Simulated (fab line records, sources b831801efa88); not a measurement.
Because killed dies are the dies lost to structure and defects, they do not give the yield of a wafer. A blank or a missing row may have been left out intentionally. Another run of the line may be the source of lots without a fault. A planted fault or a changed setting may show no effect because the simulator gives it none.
Chamber matching :: flow gf180mcu :: 4 sister chambers for GF_V3_CMP_04 on cmp-02
The step polishes SiO2. 4 wafers are shown with their chamber, then 10 later ones without.

## WAFERS PAIRED WITH THEIR CHAMBERS
wafer: L084.1
chamber: 3
motor current A (A): 14.5

wafer: L084.6
chamber: 2
motor current A (A): 13.6

wafer: L092.2
chamber: 0
motor current A (A): 14.3

wafer: L092.3
chamber: 1
motor current A (A): 13.2

## WAFERS MISSING THEIR CHAMBER
wafer: L092.6
motor current A (A): 12.7

wafer: L094.1
motor current A (A): 13.0

wafer: L094.4
motor current A (A): 13.6

wafer: L094.5
motor current A (A): 13.6

wafer: L095.1
motor current A (A): 12.2

wafer: L095.4
motor current A (A): 13.7

wafer: L095.6
motor current A (A): 12.9

wafer: L097.2
motor current A (A): 14.1

wafer: L097.4
motor current A (A): 13.0

wafer: L097.5
motor current A (A): 13.1

## CHAMBER TAKEN BY EACH
wafer: L092.6
from the rows above: can't be placed: 1 or 2
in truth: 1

wafer: L094.1
from the rows above: can't be placed: 1 or 2
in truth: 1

wafer: L094.4
from the rows above: can't be placed: 2 or 1 or 0
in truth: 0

wafer: L094.5
from the rows above: can't be placed: 2 or 1 or 0
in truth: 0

wafer: L095.1
from the rows above: can't be placed: 1 or 2
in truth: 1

wafer: L095.4
from the rows above: can't be placed: 2 or 1 or 0 or 3
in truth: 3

wafer: L095.6
from the rows above: can't be placed: 1 or 2
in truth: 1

wafer: L097.2
from the rows above: can't be placed: 0 or 3 or 2 or 1
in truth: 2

wafer: L097.4
from the rows above: can't be placed: 1 or 2
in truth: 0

wafer: L097.5
from the rows above: can't be placed: 1 or 2
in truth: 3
Correct placement for 0 of the 10. Not placeable from these rows: 10 (in 8, the candidates include the true chamber). Wrongly placed: 0.
How it was worked out, from the rows above alone: a wafer's distance from a chamber is the root of the sum, over the readings, of the square of ((its reading less the chamber's mean) divided by the reading's scatter). The wafer belongs to the nearest chamber; if the next one is less than 2 further off, it can't be placed. For every chamber, the mean is computed from those of its wafers that are shown. The scatter: root of mean squared gap, hidden wafer to nearest shown wafer, with one shown wafer a chamber.
